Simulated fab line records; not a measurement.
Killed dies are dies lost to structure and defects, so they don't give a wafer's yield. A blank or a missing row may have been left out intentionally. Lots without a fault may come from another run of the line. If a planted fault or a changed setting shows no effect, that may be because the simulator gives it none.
fab line records	flow sky130
record lots=12	wafers=36	lastDay=50
route steps=708 shown VIA3@593 METAL4@598 CAP2M@604 PAD_OPEN@708
lots with no fault: from the same line, run without faults
startH: hours from the record's first day to the start of the lot's first wafer shown	waitH: how many hours have passed since the lot's step before this one	" the same as in the row above	L1.1+2: a row that stands for several wafers	- value missing, or start not given	* or withheld: withheld	< > ~ a bound
route shown NAME@n: a module of which the file shows steps, and the number in the route of the first	usual: average and standard deviation across the fault-free wafers	same: alike in all rows	chamber/n: place in a boat	sites: per-site readings	_std_site: their standard deviation	_edge_site: outer sites' mean less inner sites'	radiusMm: for every site, how far away it sits from the centre of the wafer	mask NAME#n: copy n	behind: the last tool/chamber to shape the wafer	hold: cause of the lot's hold/its duration in hours/its outcome	device: the n, p or np transistor that did not switch	end of line: the tests these same wafers got at the end of their route	a step with no rows: only its recipe	killed: at the first sort, the dies lost to defects and structure; wafer yield is something else	map: the dies of a wafer, with x for killed, . for not killed, _ for no die there
set.NAME: the setting as run; set.NAME@STEP: as run at that earlier step	model.NAME: the simulator's own value behind a step, which no gauge read
the route's steps for a sample of lots (tables are steps, rows are wafers)
services: when a tool's chamber went out of use (startH, in hours from the record's first day, below 0 if earlier), for how many hours, and the reason
## steps
# step SKY_VIA3_SPUTTER_20
# recipe material=TiN	targetThkNm=20	chamberPressurePa=5	powerW=4000	timeS=80
# usual cathodeDcPowerW=3999.9/0.72	chamberPressurePa=5.001/0.01	throttleValvePct=29.8/0.98
lot.wafer	tool	chamber	startH	waitH	cathodeDcPowerW	chamberPressurePa	throttleValvePct
L275.1	pvdSputter-04	-	941.13	0.0	3999.9	5.000	29.0
L275.4	"	-	"	"	3999.8	5.012	29.3
L275.6	"	-	"	"	4001.6	5.011	29.0
L273.1	pvdSputter-04	-	942.10	0.0	4000.0	4.998	29.5
L273.5	"	-	"	"	3999.7	5.000	29.5
L273.6	"	-	"	"	3999.6	5.000	29.1
L277.1	pvdSputter-03	-	960.20	0.0	3999.7	5.007	28.8
L277.2	"	-	"	"	4000.0	5.001	29.1
L277.3	"	-	"	"	3998.6	4.996	28.8
L283.3	pvdSputter-03	-	1017.73	0.0	4001.2	5.008	28.6
L283.5	"	-	"	"	3999.6	5.013	28.6
L283.6	"	-	"	"	3999.4	5.009	29.0
L284.1	pvdSputter-02	-	1022.54	0.0	4000.1	4.990	30.7
L284.2	"	-	"	"	4000.9	5.006	31.1
L284.4	"	-	"	"	3999.3	4.993	31.4
L286.1	pvdSputter-03	-	1028.17	0.0	3999.3	5.002	28.6
L286.3	"	-	"	"	4000.0	5.004	28.7
L286.5	"	-	"	"	3998.2	4.997	28.7
L287.2	pvdSputter-03	-	1031.68	0.0	3999.1	5.012	28.8
L287.4	"	-	"	"	3998.7	5.007	28.7
L287.5	"	-	"	"	3999.8	4.988	28.8
L288.1	pvdSputter-02	-	1039.64	0.0	4000.1	5.001	30.7
L288.2	"	-	"	"	4000.3	4.994	31.4
L288.6	"	-	"	"	3999.6	4.998	30.4
L289.2	pvdSputter-02	-	1042.95	0.0	4000.2	4.971	29.7
L289.3	"	-	"	"	3999.8	4.996	31.6
L289.6	"	-	"	"	3999.6	4.996	31.0
L292.1	pvdSputter-04	-	1068.55	0.0	3998.6	4.999	28.9
L292.5	"	-	"	"	3999.6	5.022	29.0
L292.6	"	-	"	"	3999.7	5.030	29.0
L293.3	pvdSputter-02	-	1069.77	0.0	3998.9	5.006	30.7
L293.4	"	-	"	"	3998.6	5.000	29.8
L293.6	"	-	"	"	3999.8	4.995	31.3
L294.3	pvdSputter-04	-	1075.50	0.0	3999.6	5.008	30.3
L294.4	"	-	"	"	3999.9	5.020	29.0
L294.6	"	-	"	"	4000.4	4.999	30.3
# step SKY_VIA3_CVD_21
# recipe material=W	targetThkNm=390	timeS=117.31	tempC=400	pressureTorr=40
# usual heaterPowerW=857/67	susceptorTempC=400.00/0.22
lot.wafer	tool	chamber	startH	waitH	heaterPowerW	susceptorTempC
L275.1	cvdW-02	0	941.19	0.0	858	399.87
L275.4	"	1	"	"	952	399.94
L275.6	"	0	"	"	835	400.00
L273.1	cvdW-01	1	942.16	0.0	775	399.94
L273.5	"	1	"	"	784	399.81
L273.6	"	0	"	"	806	400.15
L277.1	cvdW-02	0	960.26	0.0	844	399.96
L277.2	"	1	"	"	928	400.02
L277.3	"	0	"	"	832	400.07
L283.3	cvdW-02	0	1017.84	0.1	849	400.01
L283.5	"	1	"	"	960	400.76
L283.6	"	0	"	"	809	399.92
L284.1	cvdW-02	0	1022.61	0.0	855	399.89
L284.2	"	1	"	"	925	400.68
L284.4	"	1	"	"	966	400.12
L286.1	cvdW-01	0	1028.23	0.0	795	400.41
L286.3	"	0	"	"	808	400.30
L286.5	"	0	"	"	803	400.41
L287.2	cvdW-01	1	1031.74	0.0	791	399.65
L287.4	"	0	"	"	817	400.17
L287.5	"	0	"	"	805	400.03
L288.1	cvdW-01	1	1039.71	0.0	771	399.93
L288.2	"	0	"	"	798	399.92
L288.6	"	1	"	"	776	399.96
L289.2	cvdW-02	0	1043.01	0.0	828	399.97
L289.3	"	0	"	"	853	400.06
L289.6	"	0	"	"	840	399.73
L292.1	cvdW-02	1	1068.61	0.0	956	400.09
L292.5	"	1	"	"	963	400.38
L292.6	"	0	"	"	850	399.70
L293.3	cvdW-02	1	1069.87	0.1	944	399.64
L293.4	"	0	"	"	829	400.08
L293.6	"	0	"	"	853	400.21
L294.3	cvdW-01	1	1075.61	0.1	803	400.23
L294.4	"	0	"	"	808	399.81
L294.6	"	1	"	"	783	400.06
# step SKY_METAL4_SPUTTER_00
# recipe material=Ti	targetThkNm=15	powerW=3000	timeS=10	chamberPressurePa=0.4
# usual cathodeDcPowerW=3000.0/0.54	chamberPressurePa=0.4000/0.00084	throttleValvePct=29.7/0.87
lot.wafer	tool	chamber	startH	waitH	cathodeDcPowerW	chamberPressurePa	throttleValvePct
L275.1	pvdSputter-02	-	941.79	0.1	2999.8	0.3991	29.6
L275.4	"	-	"	"	2999.5	0.4011	30.6
L275.6	"	-	"	"	2999.8	0.4007	30.0
L273.1	pvdSputter-03	-	942.77	0.1	2999.9	0.4000	29.0
L273.5	"	-	"	"	2999.4	0.4006	28.5
L273.6	"	-	"	"	3000.4	0.3993	28.8
L277.1	pvdSputter-01	-	960.86	0.2	3000.6	0.4007	29.5
L277.2	"	-	"	"	3000.3	0.3993	30.2
L277.3	"	-	"	"	3000.4	0.3996	29.3
L283.3	pvdSputter-01	-	1018.40	0.2	-	-	-
L283.5	"	-	"	"	-	-	-
L283.6	"	-	"	"	-	-	-
L284.1	pvdSputter-01	-	1023.21	0.2	-	-	-
L284.2	"	-	"	"	-	-	-
L284.4	"	-	"	"	-	-	-
L286.1	pvdSputter-03	-	1028.83	0.2	2999.7	0.4003	28.9
L286.3	"	-	"	"	2999.2	0.4008	28.7
L286.5	"	-	"	"	2999.9	0.3997	28.5
L287.2	pvdSputter-01	-	1032.34	0.2	3000.6	0.4003	29.7
L287.4	"	-	"	"	3000.0	0.4021	29.6
L287.5	"	-	"	"	2999.4	0.4001	29.8
L288.1	pvdSputter-01	-	1040.31	0.2	2999.7	0.4012	29.5
L288.2	"	-	"	"	3000.5	0.3991	30.1
L288.6	"	-	"	"	2999.2	0.3997	30.3
L289.2	pvdSputter-01	-	1043.62	0.1	3000.1	0.4009	30.0
L289.3	"	-	"	"	3000.3	0.4001	29.7
L289.6	"	-	"	"	3000.9	0.4001	30.2
L292.1	pvdSputter-02	-	1069.22	0.1	3000.5	0.3997	30.4
L292.5	"	-	"	"	3000.6	0.4000	31.6
L292.6	"	-	"	"	2999.1	0.4002	29.9
L293.3	pvdSputter-03	-	1070.47	0.2	3000.2	0.3989	28.7
L293.4	"	-	"	"	2999.9	0.4007	28.7
L293.6	"	-	"	"	3001.0	0.3990	28.5
L294.3	pvdSputter-01	-	1076.17	0.2	3000.6	0.3993	29.7
L294.4	"	-	"	"	3000.7	0.4004	30.2
L294.6	"	-	"	"	2999.5	0.3996	29.9
# step SKY_CAP2M_THK_MEAS_01
# recipe reads=SiO2_of_CAP2M_CVD_00
# usual CAP2M_CVD_00_THK=15.57/0.3
lot.wafer	tool	chamber	startH	waitH	CAP2M_CVD_00_THK[nm]
L275.1	filmMetro-04	-	941.97	-	14.94
L275.4	"	-	"	"	15.16
L275.6	"	-	"	"	15.81
L273.1	filmMetro-04	-	942.94	-	14.79
L273.5	"	-	"	"	15.76
L273.6	"	-	"	"	14.95
L277.1	filmMetro-01	-	961.04	-	15.50
L277.2	"	-	"	"	14.97
L277.3	"	-	"	"	15.53
L283.3	filmMetro-03	-	1018.59	-	15.25
L283.5	"	-	"	"	15.53
L283.6	"	-	"	"	15.64
L284.1	filmMetro-03	-	1023.43	-	15.76
L284.2	"	-	"	"	15.71
L284.4	"	-	"	"	16.09
L286.1	filmMetro-03	-	1029.02	-	15.34
L286.3	"	-	"	"	15.53
L286.5	"	-	"	"	15.66
L287.2	filmMetro-03	-	1032.53	-	15.44
L287.4	"	-	"	"	15.55
L287.5	"	-	"	"	15.07
L288.1	filmMetro-04	-	1040.50	-	15.83
L288.2	"	-	"	"	15.77
L288.6	"	-	"	"	16.05
L289.2	filmMetro-04	-	1043.80	-	15.81
L289.3	"	-	"	"	15.59
L289.6	"	-	"	"	15.89
L292.1	filmMetro-03	-	1069.39	-	15.36
L292.5	"	-	"	"	15.79
L292.6	"	-	"	"	15.15
L293.3	filmMetro-01	-	1070.66	-	15.49
L293.4	"	-	"	"	15.82
L293.6	"	-	"	"	15.49
L294.3	filmMetro-04	-	1076.36	-	15.91
L294.4	"	-	"	"	15.78
L294.6	"	-	"	"	15.98
# step SKY_PAD_OPEN_PROBE_99
# usual defectLimitedYield=82.3/2	killed_at_M0_to_M3=43/7	killed_at_M4_up=3.5/1.9	killedAtContacts=24/5.3	killedAtFrontEnd=15/4.4	killedAtOther=0.3/0.69	killedDies=87/9.7	killedOpen=48/7	killedShort=39/6.4	sort_bin_3_pad_short=0.9/0.46	sort_bin_5_function=10.5/1.4	sort_bin_6_memory=6.3/1.2	sortNPass=405/9.7	sortYieldPct=82.3/2
# same grossDies=492	killedAtBackSide=0	sort_bin_4_leakage[%]=0	sort_bin_8_speed[%]=0
lot.wafer	tool	chamber	startH	waitH	defectLimitedYield[%]	killed_at_M0_to_M3	killed_at_M4_up	killedAtContacts	killedAtFrontEnd	killedAtOther	killedDies	killedOpen	killedShort	sort_bin_3_pad_short[%]	sort_bin_5_function[%]	sort_bin_6_memory[%]	sortNPass	sortYieldPct[%]
L283.3	prober-01	-	1146.48	0.2	79.7	51	1	25	19	4	100	62	35	0.4	13.6	6.3	392	79.7
L283.5	prober-01	-	1146.58	0.2	82.5	37	3	26	18	2	86	38	46	0.8	10.6	6.1	406	82.5
L283.6	prober-01	-	1146.63	0.2	81.7	42	3	30	15	0	90	53	37	1.6	9.6	7.1	402	81.7
L284.1	prober-02	-	1152.75	0.1	83.5	33	2	25	20	1	81	43	38	1.0	10.0	5.5	411	83.5
L284.2	prober-02	-	1152.80	0.1	85.4	34	1	22	15	0	72	42	30	1.0	7.1	6.5	420	85.4
L284.4	prober-02	-	1152.90	0.2	81.7	35	3	28	24	0	90	56	33	1.0	11.2	6.1	402	81.7
L286.1	prober-02	-	1157.72	0.1	81.7	55	1	20	14	0	90	55	35	0.6	11.2	6.5	402	81.7
L286.3	prober-02	-	1157.82	0.2	80.9	53	2	27	12	0	94	40	54	1.2	11.0	6.9	398	80.9
L286.5	prober-02	-	1157.92	0.2	79.9	41	3	26	29	0	99	57	42	1.6	11.8	6.7	393	79.9
L287.2	prober-02	-	1159.28	0.1	80.5	51	2	27	16	0	96	52	44	0.4	11.8	7.3	396	80.5
L287.4	prober-02	-	1159.38	0.2	80.7	47	5	25	18	0	95	54	41	1.2	10.4	7.7	397	80.7
L287.5	prober-02	-	1159.43	0.2	81.7	40	2	28	20	0	90	44	45	1.4	10.6	6.3	402	81.7
L289.2	prober-02	-	1168.92	0.1	80.1	56	1	11	28	2	98	56	41	1.2	12.6	6.1	394	80.1
L289.3	prober-02	-	1168.97	0.2	82.3	44	4	22	17	0	87	54	31	0.6	11.8	5.3	405	82.3
L289.6	prober-02	-	1169.12	0.2	81.1	42	3	26	21	1	93	44	47	0.2	12.0	6.7	399	81.1
L292.1	prober-01	-	1188.77	0.1	84.8	40	4	19	12	0	75	44	30	0.4	8.1	6.7	417	84.8
L292.5	prober-01	-	1188.97	0.2	82.1	40	3	27	18	0	88	51	37	1.2	10.4	6.3	404	82.1
L292.6	prober-01	-	1189.02	0.2	81.3	44	1	33	14	0	92	59	33	0.8	10.6	7.3	400	81.3
# killed by level:class
L283.3 VIA1:geometricParticle:open=13 CONTACT:geometricParticle:open=11 FIELD_ISO:geometricParticle:open=8 LI_CONTACT:geometricParticle:open=7 VIA3:geometricParticle:open=6 VIA2:geometricParticle:open=6 VIA1:geometricParticle:short=5 FIELD_ISO:geometricParticle:short=4
L283.5 CONTACT:geometricParticle:open=12 VIA1:geometricParticle:open=9 VIA3:geometricParticle:short=8 FIELD_ISO:geometricParticle:short=7 CONTACT:geometricParticle:short=6 METAL1:geometricParticle:short=5 FIELD_ISO:geometricParticle:open=4 METAL2:geometricParticle:short=4
L283.6 LI_CONTACT:geometricParticle:open=8 CONTACT:geometricParticle:open=8 VIA1:geometricParticle:open=8 VIA2:geometricParticle:open=8 VIA3:geometricParticle:open=8 FIELD_ISO:geometricParticle:short=6 CONTACT:geometricParticle:short=6 FIELD_ISO:geometricParticle:open=4
L284.1 FIELD_ISO:geometricParticle:open=9 CONTACT:geometricParticle:open=9 LI_CONTACT:geometricParticle:open=7 VIA2:geometricParticle:open=7 VIA1:geometricParticle:short=6 VIA1:geometricParticle:open=6 FIELD_ISO:geometricParticle:short=4 LOCAL_INTERCONNECT:geometricParticle:short=4
L284.2 CONTACT:geometricParticle:open=8 VIA2:geometricParticle:open=7 VIA1:geometricParticle:open=7 LI_CONTACT:geometricParticle:open=6 LOCAL_INTERCONNECT:geometricParticle:short=4 METAL1:geometricParticle:short=4 VIA3:geometricParticle:open=4 FIELD_ISO:geometricParticle:open=3
L284.4 CONTACT:geometricParticle:open=13 VIA2:geometricParticle:open=12 VIA1:geometricParticle:open=8 FIELD_ISO:geometricParticle:open=7 LI_CONTACT:geometricParticle:open=7 POLY_GATE:geometricParticle:short=6 CONTACT:geometricParticle:short=6 POLY_GATE:geometricParticle:open=5
L286.1 VIA1:geometricParticle:open=10 VIA2:geometricParticle:open=10 VIA3:geometricParticle:open=9 LI_CONTACT:geometricParticle:open=8 METAL2:geometricParticle:short=6 LI_CONTACT:geometricParticle:short=5 CONTACT:geometricParticle:open=5 FIELD_ISO:geometricParticle:open=4
L286.3 VIA1:geometricParticle:short=10 LI_CONTACT:geometricParticle:open=8 CONTACT:geometricParticle:open=8 VIA3:geometricParticle:short=8 VIA3:geometricParticle:open=6 POLY_GATE:geometricParticle:short=5 LOCAL_INTERCONNECT:geometricParticle:short=5 VIA1:geometricParticle:open=5
L286.5 CONTACT:geometricParticle:open=11 VIA2:geometricParticle:open=10 FIELD_ISO:geometricParticle:open=9 LI_CONTACT:geometricParticle:open=6 VIA3:geometricParticle:open=6 VIA1:geometricParticle:open=6 METAL2:geometricParticle:short=5 VIA3:geometricParticle:short=5
L287.2 VIA1:geometricParticle:open=12 CONTACT:geometricParticle:open=10 VIA2:geometricParticle:open=9 CONTACT:geometricParticle:short=7 METAL1:geometricParticle:short=7 FIELD_ISO:geometricParticle:open=6 LI_CONTACT:geometricParticle:open=5 FIELD_ISO:geometricParticle:short=4
L287.4 VIA2:geometricParticle:open=12 CONTACT:geometricParticle:open=9 VIA1:geometricParticle:open=9 FIELD_ISO:geometricParticle:open=7 METAL1:geometricParticle:short=7 LI_CONTACT:geometricParticle:open=7 METAL2:geometricParticle:short=5 LOCAL_INTERCONNECT:geometricParticle:short=5
L287.5 VIA1:geometricParticle:open=12 CONTACT:geometricParticle:open=7 FIELD_ISO:geometricParticle:short=6 FIELD_ISO:geometricParticle:open=6 LI_CONTACT:geometricParticle:open=6 LOCAL_INTERCONNECT:geometricParticle:short=6 METAL2:geometricParticle:short=6 LI_CONTACT:geometricParticle:short=5
L289.2 VIA1:geometricParticle:open=9 VIA3:geometricParticle:open=9 VIA2:geometricParticle:open=9 METAL2:geometricParticle:short=8 FIELD_ISO:geometricParticle:open=6 POLY_GATE:geometricParticle:short=6 POLY_GATE:geometricParticle:open=5 METAL1:geometricParticle:short=5
L289.3 VIA3:geometricParticle:open=9 VIA1:geometricParticle:open=8 CONTACT:geometricParticle:open=7 LI_CONTACT:geometricParticle:open=6 VIA2:geometricParticle:open=6 POLY_GATE:geometricParticle:short=4 VIA2:geometricParticle:short=4 CONTACT:geometricParticle:short=4
L289.6 CONTACT:geometricParticle:open=13 POLY_GATE:geometricParticle:short=8 VIA1:geometricParticle:open=8 METAL1:geometricParticle:short=7 VIA3:geometricParticle:short=6 POLY_GATE:geometricParticle:open=5 VIA1:geometricParticle:short=5 VIA2:geometricParticle:open=5
L292.1 VIA3:geometricParticle:open=10 LI_CONTACT:geometricParticle:open=7 VIA2:geometricParticle:open=7 VIA1:geometricParticle:open=5 FIELD_ISO:geometricParticle:open=4 VIA2:geometricParticle:short=4 METAL1:geometricParticle:short=4 CONTACT:geometricParticle:open=4
L292.5 VIA1:geometricParticle:open=12 CONTACT:geometricParticle:short=8 POLY_GATE:geometricParticle:open=7 CONTACT:geometricParticle:open=7 LI_CONTACT:geometricParticle:open=6 VIA3:geometricParticle:open=6 METAL2:geometricParticle:short=5 FIELD_ISO:geometricParticle:short=4
L292.6 CONTACT:geometricParticle:open=16 VIA1:geometricParticle:open=13 LI_CONTACT:geometricParticle:open=10 METAL2:geometricParticle:short=6 VIA3:geometricParticle:open=6 POLY_GATE:geometricParticle:short=5 METAL1:geometricParticle:short=5 VIA2:geometricParticle:open=5
## services
tool	chamber	startH	hours	kind
cvdW-02	0	918.00	-	clean
cvdW-02	1	918.00	-	clean
cvdW-01	1	957.75	6.3	repair
pvdSputter-01	-	1069.15	3.0	repair
pvdSputter-04	-	1070.49	1.3	repair
pvdSputter-03	-	1072.75	3.6	repair
pvdSputter-02	-	1075.46	5.2	repair
## key
firstSign step=SKY_METAL4_SPUTTER_00	reading=toolRecord	direction=missing
effect none on later readings
metAt SKY_METAL4_SPUTTER_00
struckLots L283,L284
notActingAt SKY_VIA3_SPUTTER_20,SKY_VIA3_CVD_21,SKY_CAP2M_THK_MEAS_01
onsetBetween 960.86 1018.40
fault kind=skippedStepWhole	tool=pvdSputter-01	chamber=-	onsetH=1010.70	steps=SKY_METAL4_SPUTTER_00	scope=struckLotsOnly
